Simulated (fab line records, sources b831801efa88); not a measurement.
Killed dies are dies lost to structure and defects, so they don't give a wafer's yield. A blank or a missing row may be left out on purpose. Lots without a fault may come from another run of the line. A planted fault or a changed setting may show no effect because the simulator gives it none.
Which tool did it? | flow gf180mcu | 13 lots, 39 wafers sampled, at 4 steps of a route of 602

WHAT THE GAUGES READ, wafer by wafer
GF_HV_LDD_OVL_MEAS_20. Usual: HV_LDD_01_OVL 1.1 nm, standard deviation 1.3.
lot  | measured     | on         | HV_LDD_01_OVL (nm) | flag
L933 | day 10 18:34 | overlay-01 | -0.1 1.4 -0.2      |
L934 | day 11 03:15 | overlay-01 | 2.1 0.5 2.5        |
L935 | day 11 11:44 | overlay-02 | 2.6 2.2 -0.3       |
L936 | day 11 17:51 | overlay-01 | 2.6 1.3 0.5        |
L937 | day 12 00:56 | overlay-02 | 0.1 1.5 0.5        |
L941 | day 13 12:18 | overlay-02 | 0.8 0.5 1.0        |
L944 | day 14 05:35 | overlay-01 | 63.9 65.6 62.2     | OFF
L945 | day 14 13:15 | overlay-01 | 62.7 63.6 61.8     | OFF
L947 | day 15 09:44 | overlay-01 | 2.5 0.1 -0.2       |
L949 | day 15 19:23 | overlay-01 | 0.9 2.2 2.5        |
L952 | day 16 22:05 | overlay-02 | 2.4 0.9 2.1        |
L953 | day 17 12:18 | overlay-02 | 2.0 2.1 1.8        |
L954 | day 17 13:28 | overlay-01 | 2.3 2.0 3.4        |

GF_V1_BOW_MEAS_05. Usual: V1_BOW 81 um, standard deviation 8.5.
lot  | measured     | on            | V1_BOW (um) | flag
L933 | day 17 07:13 | film_metro-02 | 75 73 91    |
L934 | day 17 14:49 | film_metro-01 | 84 75 80    |
L935 | day 18 01:19 | film_metro-02 | 84 98 87    |
L936 | day 18 09:11 | film_metro-02 | 79 88 85    |
L937 | day 18 16:30 | film_metro-01 | 72 62 62    |
L941 | day 20 12:47 | film_metro-01 | 78 71 72    |
L944 | day 21 07:32 | film_metro-04 | 72 76 77    |
L945 | day 21 15:38 | film_metro-04 | 82 78 76    |
L947 | day 22 16:24 | film_metro-04 | 77 75 74    |
L949 | day 23 01:31 | film_metro-04 | 80 94 88    |
L952 | day 24 03:24 | film_metro-01 | 78 85 87    |
L953 | day 24 17:47 | film_metro-04 | 74 90 89    |
L954 | day 24 18:22 | film_metro-01 | 87 76 78    |

GF_V1_THK_MEAS_25: measures by xrf. Usual: V1_W_THK 357 nm, standard deviation 5.6.
lot  | measured     | on            | V1_W_THK (nm) | flag
L933 | day 18 07:28 | film_metro-02 | 348 349 351   |
L934 | day 18 14:56 | film_metro-01 | 356 357 354   |
L935 | day 19 02:22 | film_metro-02 | 358 363 361   |
L936 | day 19 10:49 | film_metro-01 | 361 367 358   |
L937 | day 19 18:32 | film_metro-04 | 355 358 358   |
L941 | day 21 14:03 | film_metro-02 | 357 360 350   |
L944 | day 22 08:34 | film_metro-01 | 352 352 355   |
L945 | day 22 17:04 | film_metro-02 | 350 345 353   |
L947 | day 23 17:22 | film_metro-01 | 359 360 355   |
L949 | day 24 01:20 | film_metro-02 | 370 367 364   |
L952 | day 25 02:07 | film_metro-01 | 351 357 355   |
L953 | day 25 16:43 | film_metro-04 | 353 362 358   |
L954 | day 25 17:05 | film_metro-02 | 363 365 361   |

WHICH TOOL RAN EACH LOT (tool, then ch and the chambers of the sampled wafers, then the start)
lot  | GF_HV_LDD_EXPOSE_16
L933 | iline_stepper-02 ch 0, day 10 09:40
L934 | iline_stepper-01 ch 0, day 10 17:54
L935 | iline_stepper-02 ch 0, day 11 02:21
L936 | iline_stepper-02 ch 0, day 11 08:34
L937 | iline_stepper-01 ch 0, day 11 15:04
L941 | iline_stepper-02 ch 0, day 13 02:22
L944 | iline_stepper-01 ch 0, day 13 19:17
L945 | iline_stepper-01 ch 0, day 14 02:40
L947 | iline_stepper-02 ch 0, day 14 23:10
L949 | iline_stepper-02 ch 0, day 15 08:58
L952 | iline_stepper-02 ch 0, day 16 10:43
L953 | iline_stepper-02 ch 0, day 17 00:44
L954 | iline_stepper-02 ch 0, day 17 01:20
- GF_HV_LDD_EXPOSE_16: exposes mask Pplus LV AREA, target cd 400 nm.

WHAT THE TOOLS THEMSELVES READ (means of the sampled wafers that have a number; where no wafer has one, the mark that the record gives instead)
GF_HV_LDD_EXPOSE_16. Usual: focus_offset_nm -0.1 nm, standard deviation 0.52.
lot  | tool             | focus_offset_nm (nm) | flag
L933 | iline_stepper-02 | 0.9                  |
L934 | iline_stepper-01 | -0.3                 |
L935 | iline_stepper-02 | 0.4                  |
L936 | iline_stepper-02 | -0.5                 |
L937 | iline_stepper-01 | -0.2                 |
L941 | iline_stepper-02 | -0.5                 |
L944 | iline_stepper-01 | -0.2                 |
L945 | iline_stepper-01 | 0.5                  |
L947 | iline_stepper-02 | -0.5                 |
L949 | iline_stepper-02 | -0.2                 |
L952 | iline_stepper-02 | -0.1                 |
L953 | iline_stepper-02 | 0.5                  |
L954 | iline_stepper-02 | -0.4                 |

THE ANSWER, worked out from the rows above alone
Rule: a lot is off if the mean of its wafers that have a number lies more than 3 standard deviations from the usual mean. A lot without any number at a reading at which 4 lots or more have one is off too. The other lots that the step has rows for count as sound. The gauges are gone through in route order, then the tools' own readings, and for those a lot's mean is taken as printed above. The first step at which some lot is off is used, and at that step the reading that is off furthest; a lot without a number counts as furthest.
Off: L944, L945, at GF_HV_LDD_OVL_MEAS_20 (HV_LDD_01_OVL).
A tool fits if, at a process step before that reading, it ran every lot that is off, and no sound lot after the first of them. The gauges at GF_HV_LDD_OVL_MEAS_20 are tried like those tools. One fits: iline_stepper-01 at GF_HV_LDD_EXPOSE_16. Its last sound lot is L937 (day 11 15:04), its first lot that is off L944 (day 13 19:17): a fault that began between those two fits.

WHAT THE SIMULATOR HAD PUT IN
Scanner matching overlay: iline_stepper-01, from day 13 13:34 on, at GF_HV_LDD_EXPOSE_16. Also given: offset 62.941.
Lots struck among those shown: L944, L945. The rule above found the same.
